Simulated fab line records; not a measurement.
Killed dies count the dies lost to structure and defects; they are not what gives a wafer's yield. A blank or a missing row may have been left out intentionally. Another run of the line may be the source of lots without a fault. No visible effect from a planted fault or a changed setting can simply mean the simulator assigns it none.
fab line records	flow sky130
record lots=5	wafers=15	lastDay=50
route steps=708 shown VIA2@524 METAL3@532 CAPM@537 PAD_OPEN@708
lots that met no fault: from a run of the same line without faults
startH: the number of hours between the record's first day and the start of the first shown wafer of the lot	waitH: time in hours since the lot's previous step	" as in the row above	L1.1+2: a single row standing in for several wafers	- no value, or no start was given	* or withheld: withheld	< > ~ a bound
route shown NAME@n: NAME is a module with steps in the file, n the number in the route of the first one	usual: mean/standard deviation of fault-free wafers	same: alike in all rows	chamber/n: place in a boat	sites: the reading at each site	_std_site: standard deviation across them	_edge_site: outer sites' mean less inner sites'	radiusMm: for every site, how far away it sits from the centre of the wafer	mask NAME#n: copy n	behind: tool/chamber where the wafer was last shaped	hold: the reason the lot was held/the length of the hold in hours/how it ended	device: the n, p or np transistor that did not switch	end of line: the same wafers' tests at the end of the route	for a step that has no rows: nothing shown but its recipe	killed: at the first sort, the dies lost to defects and structure; wafer yield is something else	map: shows each die of a wafer: x if killed, . if not, _ if none is there
set.NAME: the setting as run; set.NAME@STEP: as run at that earlier step	model.NAME: the simulator's own value behind a step, which no gauge read
certain route steps with their lots: each step a table, each wafer a row
services: the hour from which a tool's chamber was out of use, counted from the record's first day as startH (under 0 if before that day), plus the number of hours and why
## steps
# step SKY_VIA2_STRIP_17
# recipe chemistry=postEtchResidueRemover	timeS=1200	tempC=72.5
# step SKY_VIA2_CLEAN_18
# recipe chemistry=IPA	timeS=180	tempC=25
# step SKY_VIA2_CLEAN_19
# recipe chemistry=O3/DIW	dry=n2Spin
# step SKY_VIA2_SPUTTER_20
# recipe material=TiN	targetThkNm=20	chamberPressurePa=5	powerW=3847	timeS=80
# step SKY_VIA2_CVD_21
# recipe material=W	targetThkNm=420	timeS=126.4	tempC=400	pressureTorr=40
# usual heaterPowerW=816/87
lot.wafer	tool	chamber	startH	waitH	heaterPowerW
L502.3	cvdW-01	1	879.85	0.1	958
L502.4	"	0	"	"	874
L502.5	"	0	"	"	883
L509.2	cvdW-02	1	915.00	0.0	747
L509.3	"	0	"	"	720
L509.4	"	1	"	"	765
L511.2	cvdW-01	0	931.03	0.0	803
L511.5	"	0	"	"	801
L511.6	"	1	"	"	909
L514.1	cvdW-02	1	953.37	0.0	759
L514.3	"	1	"	"	754
L514.6	"	1	"	"	745
L522.1	cvdW-02	1	1035.66	0.0	726
L522.2	"	0	"	"	726
L522.4	"	0	"	"	733
# step SKY_VIA2_RS_MEAS_22
# recipe thkMeasGauge=four-point-probe	reads=W_of_VIA2_CVD_21+TiN_of_VIA2_SPUTTER_20
# usual VIA2_W_RS=0.2756/0.0025
lot.wafer	tool	chamber	startH	waitH	VIA2_W_RS[ohm/sq]
L502.3	filmMetro-03	-	879.98	0.1	0.2782
L502.4	"	-	"	"	0.2770
L502.5	"	-	"	"	0.2766
L509.2	filmMetro-01	-	915.15	0.1	0.2773
L509.3	"	-	"	"	0.2767
L509.4	"	-	"	"	0.2774
L511.2	filmMetro-03	-	931.18	0.1	0.2732
L511.5	"	-	"	"	0.2750
L511.6	"	-	"	"	0.2758
L514.1	filmMetro-02	-	953.50	0.1	0.2742
L514.3	"	-	"	"	0.2746
L514.6	"	-	"	"	0.2722
L522.1	filmMetro-03	-	1035.79	0.1	0.2806
L522.2	"	-	"	"	0.2756
L522.4	"	-	"	"	0.2780
# step SKY_VIA2_THK_MEAS_23
# recipe thkMeasGauge=xrf	reads=W_of_VIA2_CVD_21
# usual VIA2_W_THK=431/4.1
lot.wafer	tool	chamber	startH	waitH	VIA2_W_THK[nm]
L502.3	filmMetro-03	-	880.08	0.1	430
L502.4	"	-	"	"	435
L502.5	"	-	"	"	432
L509.2	filmMetro-01	-	915.26	0.1	429
L509.3	"	-	"	"	429
L509.4	"	-	"	"	428
L511.2	filmMetro-03	-	931.29	0.1	437
L511.5	"	-	"	"	433
L511.6	"	-	"	"	433
L514.1	filmMetro-02	-	953.62	0.1	435
L514.3	"	-	"	"	435
L514.6	"	-	"	"	438
L522.1	filmMetro-03	-	1035.91	0.1	423
L522.2	"	-	"	"	433
L522.4	"	-	"	"	427
# step SKY_VIA2_CMP_24
# recipe stopOn=SiO2	tOverpolishS=20	downForcePsi=3.5	platenRpm=60	targetThkNm=0	padVelocityMS=0.94248
# usual headPressurePsi=3.500/0.008	motorCurrentA=11.3/1	overpolishRunS=20.001/0.0084	slurryFlowMlMin=150.0/0.49	timeToEndpointS=100/3.3
lot.wafer	tool	chamber	startH	waitH	headPressurePsi	motorCurrentA	overpolishRunS	slurryFlowMlMin	timeToEndpointS
L502.3	cmp-02	2	880.12	0.0	3.492	12.7	20.011	149.5	101
L502.4	"	0	"	"	3.484	10.9	20.002	150.1	97
L502.5	"	2	"	"	3.488	11.7	19.997	150.0	102
L509.2	cmp-02	0	915.31	0.0	3.502	11.5	19.999	150.9	98
L509.4	"	2	"	"	3.504	11.5	20.006	150.5	102
L509.3	"	3	"	"	3.500	11.8	19.992	150.2	102
L511.2	cmp-01	3	931.34	0.0	3.496	10.6	20.014	149.5	101
L511.6	"	3	"	"	3.495	10.3	19.996	149.4	98
L511.5	"	0	"	"	3.501	10.3	19.992	149.4	95
L514.1	cmp-01	1	953.78	0.1	3.513	13.3	19.993	149.7	105
L514.3	"	2	"	"	3.503	12.5	19.997	149.9	103
L514.6	"	0	"	"	3.493	10.2	19.998	149.6	101
L522.4	cmp-02	3	1035.97	0.0	3.499	12.0	19.998	149.9	99
L522.1	"	0	"	"	3.498	11.5	20.013	150.5	101
L522.2	"	1	"	"	3.496	10.2	20.014	149.3	105
# step SKY_METAL3_SPUTTER_00
# recipe material=Ti	targetThkNm=15	powerW=3000	timeS=10	chamberPressurePa=0.4
# usual throttleValvePct=29.8/1.1
lot.wafer	tool	chamber	startH	waitH	throttleValvePct
L502.3	pvdSputter-02	-	880.42	0.2	31.1
L502.4	"	-	"	"	28.3
L502.5	"	-	"	"	28.6
L509.2	pvdSputter-01	-	915.61	0.2	31.0
L509.3	"	-	"	"	30.8
L509.4	"	-	"	"	31.3
L511.2	pvdSputter-02	-	931.64	0.2	28.5
L511.5	"	-	"	"	28.5
L511.6	"	-	"	"	29.8
L514.1	pvdSputter-01	-	953.98	0.1	31.3
L514.3	"	-	"	"	30.4
L514.6	"	-	"	"	31.2
L522.1	pvdSputter-02	-	1036.27	0.2	31.0
L522.2	"	-	"	"	28.4
L522.4	"	-	"	"	28.0
# step SKY_METAL3_SPUTTER_01
# recipe material=TiN	targetThkNm=20	powerW=6500	timeS=16.7	chamberPressurePa=0.4
# step SKY_METAL3_SPUTTER_02
# recipe material=AlCu	targetThkNm=735	powerW=10600	timeS=39.1	chamberPressurePa=0.4
# usual throttleValvePct=29.8/1.1
lot.wafer	tool	chamber	startH	waitH	throttleValvePct
L502.3	pvdSputter-02	-	880.46	0.0	31.0
L502.4	"	-	"	"	28.4
L502.5	"	-	"	"	28.4
L509.2	pvdSputter-01	-	915.66	0.0	30.6
L509.3	"	-	"	"	30.8
L509.4	"	-	"	"	31.1
L511.2	pvdSputter-02	-	931.69	0.0	28.1
L511.5	"	-	"	"	28.3
L511.6	"	-	"	"	29.9
L514.1	pvdSputter-01	-	954.03	0.0	31.2
L514.3	"	-	"	"	30.9
L514.6	"	-	"	"	31.2
L522.1	pvdSputter-02	-	1036.32	0.0	30.9
L522.2	"	-	"	"	28.0
L522.4	"	-	"	"	28.4
# step SKY_METAL3_SPUTTER_03
# recipe material=Ti	targetThkNm=5	powerW=3000	timeS=3.3	chamberPressurePa=0.4
# step SKY_METAL3_SPUTTER_04
# recipe material=TiN	targetThkNm=70	powerW=6500	timeS=58.3	chamberPressurePa=0.4
# usual throttleValvePct=29.8/1.1
lot.wafer	tool	chamber	startH	waitH	throttleValvePct	model.TiN_of_METAL3_SPUTTER_04.thkNm
L502.3	pvdSputter-02	-	880.52	0.0	30.5	69.53
L502.4	"	-	"	"	28.3	68.72
L502.5	"	-	"	"	28.6	68.45
L509.2	pvdSputter-01	-	915.71	0.0	30.7	69.52
L509.3	"	-	"	"	30.7	69.03
L509.4	"	-	"	"	31.4	69.5
L511.2	pvdSputter-02	-	931.75	0.0	28.6	69.36
L511.5	"	-	"	"	28.2	68.72
L511.6	"	-	"	"	29.7	69.15
L514.1	pvdSputter-01	-	954.09	0.0	31.3	99.19
L514.3	"	-	"	"	30.6	69.2
L514.6	"	-	"	"	31.3	99.18
L522.1	pvdSputter-02	-	1036.37	0.0	30.9	68.66
L522.2	"	-	"	"	28.2	68.28
L522.4	"	-	"	"	28.3	68.45
# step SKY_CAPM_CVD_00
# recipe material=SiO2	targetThkNm=15.5	tempC=400	timeS=withheld	rfW=450
# step SKY_CAPM_THK_MEAS_01
# recipe reads=SiO2_of_CAPM_CVD_00
# usual CAPM_CVD_00_THK=15.56/0.22
lot.wafer	tool	chamber	startH	waitH	CAPM_CVD_00_THK[nm]
L502.3	filmMetro-03	-	880.61	-	15.55
L502.4	"	-	"	"	15.71
L502.5	"	-	"	"	15.89
L509.2	filmMetro-03	-	915.79	-	15.40
L509.3	"	-	"	"	15.43
L509.4	"	-	"	"	15.96
L511.2	filmMetro-02	-	931.83	-	15.49
L511.5	"	-	"	"	15.56
L511.6	"	-	"	"	15.46
L514.1	filmMetro-04	-	954.17	-	15.06
L514.3	"	-	"	"	15.20
L514.6	"	-	"	"	15.17
L522.1	filmMetro-04	-	1036.46	-	15.43
L522.2	"	-	"	"	15.53
L522.4	"	-	"	"	15.80
# step SKY_CAPM_SPUTTER_02
# recipe material=TiN	targetThkNm=200	tempC=300	powerW=6500	timeS=166.7	chamberPressurePa=0.4
# step SKY_CAPM_RS_MEAS_03
# recipe thkMeasGauge=four-point-probe	reads=TiN_of_CAPM_SPUTTER_02
# usual CAPM_TIN_RS=6.92/0.055
lot.wafer	tool	chamber	startH	waitH	CAPM_TIN_RS[ohm/sq]
L502.3	filmMetro-02	-	880.80	0.1	6.97
L502.4	"	-	"	"	6.99
L502.5	"	-	"	"	7.03
L509.2	filmMetro-02	-	915.97	0.1	7.06
L509.3	"	-	"	"	7.00
L509.4	"	-	"	"	6.95
L511.2	filmMetro-02	-	932.01	0.1	6.86
L511.5	"	-	"	"	6.87
L511.6	"	-	"	"	6.93
L514.1	filmMetro-04	-	954.34	0.1	6.92
L514.3	"	-	"	"	6.90
L514.6	"	-	"	"	6.91
L522.1	filmMetro-02	-	1036.63	0.1	6.87
L522.2	"	-	"	"	6.93
L522.4	"	-	"	"	6.93
# step SKY_CAPM_THK_MEAS_04
# recipe thkMeasGauge=xrf	reads=TiN_of_CAPM_SPUTTER_02
# usual CAPM_TIN_THK=199.1/2.1
lot.wafer	tool	chamber	startH	waitH	CAPM_TIN_THK[nm]
L502.3	filmMetro-02	-	880.90	0.1	199.2
L502.4	"	-	"	"	198.1
L502.5	"	-	"	"	196.2
L509.2	filmMetro-02	-	916.08	0.1	196.5
L509.3	"	-	"	"	198.3
L509.4	"	-	"	"	199.0
L511.2	filmMetro-02	-	932.12	0.1	201.6
L511.5	"	-	"	"	202.1
L511.6	"	-	"	"	200.2
L514.1	filmMetro-04	-	954.46	0.1	200.1
L514.3	"	-	"	"	200.6
L514.6	"	-	"	"	200.9
L522.1	filmMetro-02	-	1036.75	0.1	201.4
L522.2	"	-	"	"	198.7
L522.4	"	-	"	"	200.0
# step SKY_CAPM_DEHYDRATE_05
# recipe tempC=200	timeS=60
# step SKY_CAPM_HMDS_06
# recipe primeTimeS=60	primeTempC=120
# step SKY_CAPM_COAT_07
# recipe resist=NOVOLAK	spinRpm=3000	resistThkNm=1140
# step SKY_CAPM_SOFTBAKE_08
# recipe tempC=90	timeS=60	resist=NOVOLAK
# step SKY_CAPM_EXPOSE_09
# recipe maskId=CAPM	na=0.6	sourceShape=conventional	sigmaOuter=0.6	polarization=unpolarized	targetCdNm=1000	doseMj=159
# step SKY_CAPM_PEB_10
# recipe tempC=withheld	timeS=*	resist=NOVOLAK
# step SKY_CAPM_DEVELOP_11
# recipe resist=NOVOLAK	developer=TMAH	developTimeS=60	devTempC=23
# step SKY_CAPM_OVL_MEAS_12
# usual CAPM_OVL=0.2/1.2
lot.wafer	tool	chamber	startH	waitH	CAPM_OVL[nm]
L502.3	overlay-01	-	905.66	0.1	0.0
L502.4	"	-	"	"	-0.7
L502.5	"	-	"	"	1.1
L509.2	overlay-02	-	940.45	0.1	0.7
L509.3	"	-	"	"	0.3
L509.4	"	-	"	"	-0.9
L511.2	overlay-02	-	955.56	0.1	0.4
L511.5	"	-	"	"	0.8
L511.6	"	-	"	"	-0.3
L514.1	overlay-01	-	978.27	0.1	-0.9
L514.3	"	-	"	"	0.0
L514.6	"	-	"	"	-1.2
L522.1	overlay-02	-	1058.15	0.1	0.4
L522.2	"	-	"	"	0.0
L522.4	"	-	"	"	1.3
# step SKY_CAPM_METAL_ETCH_13
# recipe targetDepthNm=220	stopOn=SiO2	chemistry=Cl2/BCl3	target=TiN	pressureMtorr=10	icpW=900	biasW=48.5	Cl2_flow_sccm=60	bcl3FlowSccm=30	timeS=62.9
# step SKY_CAPM_STRIP_14
# recipe chemistry=O2/N2	powerW=1400	pressureMtorr=1500	platenTempC=withheld	o2FlowSccm=3000	n2FlowSccm=300	overashFraction=0.5
# usual drypumpMotorCurrentA=5.8/0.39	oesProductAu=0.710/0.005	stripTimeToEndpointS=12.68/0.036
lot.wafer	tool	chamber	startH	waitH	drypumpMotorCurrentA	oesProductAu	rfHoursCounterH	stripTimeToEndpointS
L502.3	plasmaAsher-01	1	905.79	0.1	5.6	0.705	-	12.70
L502.4	"	0	"	"	6.2	0.708	-	12.66
L502.5	"	1	"	"	5.6	0.713	-	12.71
L509.2	plasmaAsher-04	0	940.56	0.1	5.8	0.707	50	12.70
L509.3	"	0	"	"	5.8	0.717	-	12.72
L509.4	"	1	"	"	4.9	0.712	-	12.69
L511.2	plasmaAsher-01	1	955.67	0.1	5.6	0.713	109	12.76
L511.5	"	1	"	"	5.6	0.711	-	12.75
L511.6	"	0	"	"	6.2	0.706	-	12.69
L514.1	plasmaAsher-01	0	978.38	0.1	6.2	0.712	112	12.67
L514.3	"	0	"	"	6.2	0.714	-	12.68
L514.6	"	1	"	"	5.6	0.711	-	12.71
L522.1	plasmaAsher-02	0	1058.26	0.1	5.8	0.699	95	12.67
L522.2	"	1	"	"	6.1	0.709	95	12.70
L522.4	"	1	"	"	6.0	0.708	-	12.72
# step SKY_CAPM_STRIP_15
# recipe chemistry=postEtchResidueRemover	timeS=1200	tempC=72.5
# step SKY_CAPM_CLEAN_16
# recipe chemistry=IPA	timeS=180	tempC=25
# step SKY_CAPM_CLEAN_17
# recipe chemistry=O3/DIW	dry=n2Spin
# step SKY_METAL3_DEHYDRATE_05
# recipe tempC=200	timeS=60
# step SKY_METAL3_HMDS_06
# recipe primeTimeS=60	primeTempC=120
# step SKY_METAL3_COAT_07
# recipe resist=BARC	tempC=withheld	timeS=withheld	spinRpm=3000	resistThkNm=60
# step SKY_METAL3_COAT_08
# recipe resist=KrF-thick	spinRpm=3000	resistThkNm=1140
# step SKY_METAL3_SOFTBAKE_09
# recipe tempC=100	timeS=90	resist=KrF-thick
# step SKY_METAL3_EXPOSE_10
# recipe maskId=MM3	na=0.68	sourceShape=annular	sigmaInner=0.4	sigmaOuter=0.8	targetCdNm=300	doseMj=28.65
# step SKY_METAL3_PEB_11
# recipe pebTempC=withheld	pebTimeS=withheld	resist=KrF-thick
# step SKY_METAL3_DEVELOP_12
# recipe developTimeS=60	resist=KrF-thick	devTempC=21
# step SKY_METAL3_CD_MEAS_13
# recipe targetCdNm=300
# usual cdNm=299.6/1.4
lot.wafer	tool	chamber	startH	waitH	cdNm
L502.3	cdSem-02	-	931.09	-	297.4
L502.4	"	-	"	"	297.5
L502.5	"	-	"	"	298.8
L509.2	cdSem-02	-	965.56	-	303.0
L509.3	"	-	"	"	300.0
L509.4	"	-	"	"	300.2
L511.2	cdSem-02	-	980.31	-	298.1
L511.5	"	-	"	"	297.9
L511.6	"	-	"	"	297.8
L514.1	cdSem-02	-	1001.39	-	301.9
L514.3	"	-	"	"	302.8
L514.6	"	-	"	"	302.2
L522.1	cdSem-02	-	1080.05	-	301.1
L522.2	"	-	"	"	301.7
L522.4	"	-	"	"	300.7
# step SKY_METAL3_OVL_MEAS_14
# usual METAL3_OVL=-1/5.4
lot.wafer	tool	chamber	startH	waitH	METAL3_OVL[nm]
L502.3	overlay-02	-	931.19	0.1	0
L502.4	"	-	"	"	10
L502.5	"	-	"	"	3
L509.2	overlay-02	-	965.66	0.1	2
L509.3	"	-	"	"	5
L509.4	"	-	"	"	3
L511.2	overlay-02	-	980.42	0.1	-1
L511.5	"	-	"	"	-7
L511.6	"	-	"	"	-8
L514.1	overlay-01	-	1001.51	0.1	4
L514.3	"	-	"	"	-1
L514.6	"	-	"	"	0
L522.1	overlay-01	-	1080.17	0.1	-6
L522.2	"	-	"	"	-2
L522.4	"	-	"	"	-6
# step SKY_METAL3_DESCUM_15
# recipe chemistry=O2	sourcePowerW=150	biasPowerW=0	pressureMtorr=10	tempC=40	timeS=8
# step SKY_METAL3_ETCH_17
# recipe target=SiO2	stopOn=TiN	chemistry=C4F8/O2/Ar	sourceW=1500	biasW=1200	pressureMtorr=40	c4f8FlowSccm=withheld	O2_flow_sccm=6	Ar_flow_sccm=300	timeS=4.073	targetDepthA=150
# usual oesProductAu=0.743/0.0074
lot.wafer	tool	chamber	startH	waitH	oesProductAu	rfHoursCounterH	model.TiN_of_METAL3_SPUTTER_04.thkNm
L502.3	rieDiel-04	3	931.34	0.0	0.742	10	69.5
L502.4	"	0	"	"	0.750	14	68.69
L502.5	"	2	"	"	0.746	-	68.41
L509.2	rieDiel-04	0	965.82	0.1	0.738	15	69.48
L509.3	"	3	"	"	0.738	11	68.99
L509.4	"	2	"	"	0.756	16	69.47
L511.2	rieDiel-01	3	980.58	0.1	0.737	22	69.32
L511.5	"	3	"	"	0.753	-	68.68
L511.6	"	2	"	"	0.740	-	69.11
L514.1	rieDiel-03	3	1001.68	0.1	0.723	22	99.16
L514.3	"	1	"	"	0.718	13	69.16
L514.6	"	0	"	"	0.729	-	99.15
L522.1	rieDiel-03	2	1080.33	0.1	0.741	25	68.62
L522.2	"	1	"	"	0.739	16	68.24
L522.4	"	0	"	"	0.741	16	68.41
# step SKY_METAL3_METAL_ETCH_18
# recipe targetDepthA=8450	stopOn=SiO2	overEtchFrac=0.3	timeS=183.1	chemistry=Cl2/BCl3	resistSidewallDeg=88	pressureMtorr=10	icpW=900	biasW=48.5	Cl2_flow_sccm=60	bcl3FlowSccm=30
# usual drypumpMotorCurrentA=5.6/0.42	heBacksideLeakSccm=3.21/0.16	oesProductAu=0.865/0.0064	throttleValvePct=22.264/0.0089
lot.wafer	tool	chamber	startH	waitH	drypumpMotorCurrentA	heBacksideLeakSccm	oesProductAu	rfHoursCounterH	throttleValvePct
L502.3	rieMetal-04	1	931.48	0.1	5.4	3.12	0.870	-	22.283
L502.4	"	1	"	"	5.4	3.15	0.871	-	22.258
L502.5	"	1	"	"	5.4	3.19	0.867	-	22.271
L509.2	rieMetal-02	0	965.84	0.0	6.4	3.36	0.860	7	22.256
L509.3	"	1	"	"	5.8	3.14	0.875	-	22.254
L509.4	"	0	"	"	6.4	3.42	0.866	-	22.277
L511.2	rieMetal-04	1	980.60	0.0	5.4	3.25	0.876	14	22.269
L511.5	"	0	"	"	6.1	2.97	0.872	-	22.251
L511.6	"	1	"	"	5.3	3.27	0.858	-	22.262
L514.1	rieMetal-04	0	1001.70	0.0	6.0	2.92	0.890	3	22.275
L514.3	"	0	"	"	6.0	3.02	0.858	-	22.276
L514.6	"	1	"	"	5.4	3.23	0.879	-	22.250
L522.1	rieMetal-03	0	1080.35	0.0	5.5	3.42	0.870	9	22.280
L522.2	"	1	"	"	5.0	3.22	0.872	16	22.270
L522.4	"	1	"	"	5.0	3.22	0.874	-	22.263
# step SKY_PAD_OPEN_PROBE_99
# usual defectLimitedYield=81.9/1.9	killed_at_M0_to_M3=45/7.9	killed_at_M4_up=2.9/1.8	killedAtContacts=25/5.5	killedAtFrontEnd=16/4.4	killedAtOther=0.3/0.58	killedDies=89/9.4	killedOpen=49/6.8	killedShort=40/6.3	sort_bin_3_pad_short=0.9/0.41	sort_bin_5_function=10.8/1.5	sort_bin_6_memory=6.4/1.2	sortNPass=403/9.4	sortYieldPct=81.9/1.9
# same grossDies=492	killedAtBackSide=0	sort_bin_4_leakage[%]=0	sort_bin_8_speed[%]=0
lot.wafer	tool	chamber	startH	waitH	defectLimitedYield[%]	killed_at_M0_to_M3	killed_at_M4_up	killedAtContacts	killedAtFrontEnd	killedAtOther	killedDies	killedOpen	killedShort	sort_bin_3_pad_short[%]	sort_bin_5_function[%]	sort_bin_6_memory[%]	sortNPass	sortYieldPct[%]	model.etest.via3Chain.rcOhm
L502.3	prober-01	-	1097.69	0.2	80.7	49	3	22	21	0	95	51	42	1.6	9.3	8.3	397	80.7	9.506
L502.4	prober-01	-	1097.74	0.2	83.5	46	2	20	13	0	81	47	34	0.4	10.6	5.5	411	83.5	9.915
L502.5	prober-01	-	1097.79	0.2	82.1	42	5	25	15	1	88	48	40	1.0	11.0	5.9	404	82.1	10.49
L509.2	prober-02	-	1128.49	0.1	84.3	33	5	25	13	1	77	39	38	0	9.3	6.3	415	84.3	10.28
L509.3	prober-02	-	1128.54	0.2	78.3	66	5	24	12	0	107	49	58	0.6	12.8	8.3	385	78.3	8.97
L509.4	prober-02	-	1128.59	0.2	82.3	46	3	25	13	0	87	48	39	1.0	10.2	6.5	405	82.3	9.683
L511.2	prober-02	-	1137.81	0.1	85.4	28	3	27	13	1	72	39	33	0.2	8.9	5.5	420	85.4	9.718
L511.5	prober-02	-	1137.96	0.2	82.9	52	4	21	7	0	84	46	38	1.6	8.9	6.5	408	82.9	9.797
L511.6	prober-02	-	1138.01	0.2	84.1	33	4	18	21	2	78	41	37	1.4	8.1	6.3	414	84.1	9.284
L514.1	prober-02	-	1156.26	0.1	82.3	43	5	29	10	0	87	51	36	1.0	10.0	6.7	405	82.3	10.38
L514.3	prober-02	-	1156.36	0.2	81.3	48	1	26	16	1	92	54	38	0.8	12.2	5.7	400	81.3	9.734
L514.6	prober-02	-	1156.51	0.2	84.8	38	3	24	10	0	75	34	41	1.6	7.3	6.3	417	84.8	10.9
L522.1	prober-02	-	1210.83	0.1	82.9	39	1	25	19	0	84	46	38	0.6	11.6	4.9	408	82.9	9.317
L522.2	prober-02	-	1210.88	0.1	81.5	41	3	37	10	0	91	48	43	0.4	10.8	7.3	401	81.5	9.733
L522.4	prober-02	-	1210.98	0.2	79.1	56	2	26	19	0	103	63	39	1.0	11.0	8.9	389	79.1	9.574
# killed by level:class
L502.3 VIA2:geometricParticle:open=12 VIA1:geometricParticle:open=9 CONTACT:geometricParticle:open=9 POLY_GATE:geometricParticle:open=6 LI_CONTACT:geometricParticle:open=6 METAL2:geometricParticle:short=6 VIA1:geometricParticle:short=5 POLY_GATE:geometricParticle:short=5
L502.4 VIA1:geometricParticle:open=9 CONTACT:geometricParticle:open=8 LI_CONTACT:geometricParticle:open=7 VIA2:geometricParticle:open=6 VIA2:geometricParticle:short=5 METAL1:geometricParticle:short=5 VIA1:geometricParticle:short=5 VIA3:geometricParticle:open=5
L502.5 VIA1:geometricParticle:open=14 CONTACT:geometricParticle:open=9 LI_CONTACT:geometricParticle:open=5 CONTACT:geometricParticle:short=5 VIA2:geometricParticle:open=5 FIELD_ISO:geometricParticle:short=4 LI_CONTACT:geometricParticle:short=4 METAL1:geometricParticle:short=4
L509.2 CONTACT:geometricParticle:open=10 FIELD_ISO:geometricParticle:open=5 LI_CONTACT:geometricParticle:open=5 CONTACT:geometricParticle:short=5 METAL1:geometricParticle:short=5 VIA1:geometricParticle:short=5 FIELD_ISO:geometricParticle:short=4 LOCAL_INTERCONNECT:geometricParticle:short=4
L509.3 VIA1:geometricParticle:open=13 METAL1:geometricParticle:short=11 METAL2:geometricParticle:short=9 VIA3:geometricParticle:open=9 CONTACT:geometricParticle:short=8 LI_CONTACT:geometricParticle:open=7 CONTACT:geometricParticle:open=6 VIA1:geometricParticle:short=6
L509.4 CONTACT:geometricParticle:open=10 LI_CONTACT:geometricParticle:open=7 CONTACT:geometricParticle:short=7 VIA1:geometricParticle:open=7 VIA3:geometricParticle:open=7 METAL1:geometricParticle:short=5 VIA2:geometricParticle:open=5 FIELD_ISO:geometricParticle:short=4
L511.2 CONTACT:geometricParticle:open=11 LI_CONTACT:geometricParticle:open=8 VIA1:geometricParticle:open=6 METAL1:geometricParticle:short=5 VIA2:geometricParticle:open=4 VIA1:geometricParticle:short=4 POLY_CUT:geometricParticle:open=3 LI_CONTACT:geometricParticle:short=3
L511.5 LI_CONTACT:geometricParticle:open=12 VIA2:geometricParticle:open=10 VIA1:geometricParticle:open=8 METAL2:geometricParticle:short=8 VIA1:geometricParticle:short=7 METAL3:geometricParticle:short=5 VIA3:geometricParticle:open=5 LI_CONTACT:geometricParticle:short=3
L511.6 VIA1:geometricParticle:open=11 FIELD_ISO:geometricParticle:open=7 LI_CONTACT:geometricParticle:open=7 VIA1:geometricParticle:short=5 LOCAL_INTERCONNECT:geometricParticle:short=4 METAL2:geometricParticle:short=4 FIELD_ISO:geometricParticle:short=3 SONOS_ONO:geometricParticle:short=3
L514.1 CONTACT:geometricParticle:open=15 VIA1:geometricParticle:open=9 VIA3:geometricParticle:open=8 METAL2:geometricParticle:short=7 LI_CONTACT:geometricParticle:open=6 VIA2:geometricParticle:open=6 FIELD_ISO:geometricParticle:open=5 METAL4:geometricParticle:short=5
L514.3 CONTACT:geometricParticle:open=17 VIA1:geometricParticle:open=10 METAL1:geometricParticle:short=6 VIA3:geometricParticle:open=6 POLY_GATE:geometricParticle:short=5 VIA1:geometricParticle:short=5 VIA2:geometricParticle:open=5 METAL2:geometricParticle:short=4
L514.6 CONTACT:geometricParticle:open=11 METAL1:geometricParticle:short=7 VIA1:geometricParticle:open=7 POLY_GATE:geometricParticle:short=6 CONTACT:geometricParticle:short=6 LI_CONTACT:geometricParticle:open=5 METAL2:geometricParticle:short=5 VIA3:geometricParticle:open=4
L522.1 FIELD_ISO:geometricParticle:open=10 CONTACT:geometricParticle:open=8 METAL1:geometricParticle:short=7 LI_CONTACT:geometricParticle:open=6 VIA2:geometricParticle:open=6 VIA1:geometricParticle:open=6 FIELD_ISO:geometricParticle:short=5 CONTACT:geometricParticle:short=5
L522.2 VIA1:geometricParticle:open=14 CONTACT:geometricParticle:open=12 LOCAL_INTERCONNECT:geometricParticle:short=9 LI_CONTACT:geometricParticle:short=6 LI_CONTACT:geometricParticle:open=6 METAL1:geometricParticle:short=5 VIA3:geometricParticle:short=5 VIA3:geometricParticle:open=5
L522.4 VIA1:geometricParticle:open=21 LI_CONTACT:geometricParticle:open=10 VIA3:geometricParticle:open=7 CONTACT:geometricParticle:open=7 CONTACT:geometricParticle:short=5 FIELD_ISO:geometricParticle:short=4 FIELD_ISO:geometricParticle:open=4 POLY_GATE:geometricParticle:short=4
## services
tool	chamber	startH	hours	kind
pvdSputter-02	-	858.62	2.3	repair
rieDiel-03	-	867.73	1.2	repair
cvdW-02	1	876.03	5.0	repair
cmp-01	-	896.91	1.7	repair
rieDiel-04	3	900.35	9.3	repair
cmp-02	-	901.17	2.3	repair
rieDiel-04	1	901.29	7.9	repair
cvdW-01	-	904.00	14.0	pm
cmp-01	-	913.27	2.5	repair
rieDiel-03	0	916.64	4.1	repair
cmp-01	-	919.28	4.0	pm
plasmaAsher-01	-	925.50	15.6	pm
cmp-02	-	931.80	2.9	repair
cmp-02	-	987.11	2.2	repair
cvdW-02	0	1008.19	1.7	repair
cmp-02	-	1008.99	1.9	repair
plasmaAsher-01	-	1014.94	0.6	repair
cmp-02	-	1025.09	1.5	repair
plasmaAsher-01	-	1033.46	2.8	pm
plasmaAsher-01	-	1040.23	4.3	pm
rieMetal-04	-	1046.06	2.8	pm
plasmaAsher-01	-	1055.25	9.0	pm
rieMetal-04	-	1064.67	0.1	repair
cvdW-02	0	1076.06	11.8	repair
## key
firstSign step=SKY_METAL3_METAL_ETCH_18	reading=oesProductAu	direction=up	sigmas=2.9	usual=0.865	struck=0.884
effect none on later readings
modelEffect step=SKY_METAL3_SPUTTER_04	value=TiN_of_METAL3_SPUTTER_04.thkNm	without=69.05	struck=99.19
modelEffect step=SKY_METAL3_ETCH_17	value=TiN_of_METAL3_SPUTTER_04.thkNm	without=69.01	struck=99.15
modelEffect step=SKY_PAD_OPEN_PROBE_99	value=etest.via3Chain.rcOhm	without=9.777	struck=10.64
metAt SKY_METAL3_SPUTTER_04
struckWafers L514.1,L514.6
onsetBetween 915.71 954.09
fault kind=processParameterDrift	tool=pvdSputter-01	chamber=-	onsetH=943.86	steps=SKY_METAL3_SPUTTER_04	channel=targetThkNm	offset=30.14	shape=step	endH=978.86	actsIn=theseRecipesOnly	stated=70	scope=struckWafersOnly
